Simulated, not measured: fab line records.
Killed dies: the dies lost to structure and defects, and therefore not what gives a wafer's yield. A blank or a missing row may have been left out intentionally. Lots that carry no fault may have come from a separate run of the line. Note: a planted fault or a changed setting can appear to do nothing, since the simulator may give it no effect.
2 desks looking at one fault -- flow gf180mcu -- each desk holds nothing but its own numbers, with what lay behind them at the end

TOOL OWNER'S DESK, cmp-01
The tool's own readings at GF_V5_CMP_26 (polishes, stops on SiO2, t overpolish 15 s, target thk 0 nm): means of the sampled wafers that have a number, for each lot that ran on this tool. A lot is out of limits, marked OUT, if its mean lies more than 4 standard deviations from the usual mean; the brackets give that distance.
Columns: A = edge zone pressure frac at GF_V5_CMP_26, usual 1.001; B = motor current A at GF_V5_CMP_26, usual 11.7 A; C = overpolish run s at GF_V5_CMP_26, usual 15.001 s; D = retaining ring pressure frac at GF_V5_CMP_26, usual 1.000; E = slurry filter dp kPa at GF_V5_CMP_26, usual 13.49 kPa; F = slurry flow ml min at GF_V5_CMP_26, usual 150.0; G = time to endpoint s at GF_V5_CMP_26, usual 85 s
lot,first seen here,A,B,C,D,E,F,G
L446,day 28 05:36,1.000,13.0,15.002,1.002,13.55,149.7,90
L447,day 28 08:47,0.998,12.4,15.008,1.001,13.61,149.8,83
L449,day 28 20:51,0.998,13.2,0.040 (-99 or more) OUT,1.003,13.60,150.2,131 (+9.0) OUT
L451,day 29 00:38,1.004,12.5,0.044 (-99 or more) OUT,1.002,13.39,150.1,131 (+9.1) OUT
L463,day 32 12:37,0.998,13.0,14.997,0.999,13.47,150.3,88
This desk finds L449, L451 out of limits, L449 being first, at day 28 20:51 (overpolish run s at GF_V5_CMP_26). L446, L447, L463 stayed within limits.

FROM THE METROLOGY DESK
Means of the sampled wafers that have a number, per lot and without regard to the tool the lot ran on: this is what the gauges read. A lot is out of limits, marked OUT, if its mean lies more than 4 standard deviations from the usual mean; the brackets give that distance.
Columns: A = cd nm at GF_TOP_METAL_CD_MEAS_14, usual 439.7 nm
lot,first seen here,A
L445,day 28 03:23,441.8
L446,day 29 01:38,438.8
L447,day 29 04:35,439.5
L458,day 31 18:05,440.7
L461,day 32 14:12,442.1
L463,day 33 04:49,437.4
L464,day 33 12:30,438.9
L465,day 33 15:00,441.0
L466,day 33 23:45,439.1
L467,day 34 00:18,446.4
L468,day 34 04:12,437.5
This desk found nothing out of limits on any of the 11 lots.

PUT TOGETHER
At day 28 20:51, on L449, L451, the tool owner's desk was in a position to raise an alarm.
The metrology desk saw nothing out of limits.
The metrology desk has no number on record for L449, L451.
Every lot named ran GF_V5_CMP_26 on cmp-01.

WHAT THE SIMULATOR HAD INSERTED
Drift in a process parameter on cmp-01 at GF_V5_CMP_26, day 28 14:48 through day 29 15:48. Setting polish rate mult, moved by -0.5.
Lots struck among those shown: L449, L451.
Time in hours from fault onset to the first out-of-limits reading at each desk: the tool owner's desk, 6.
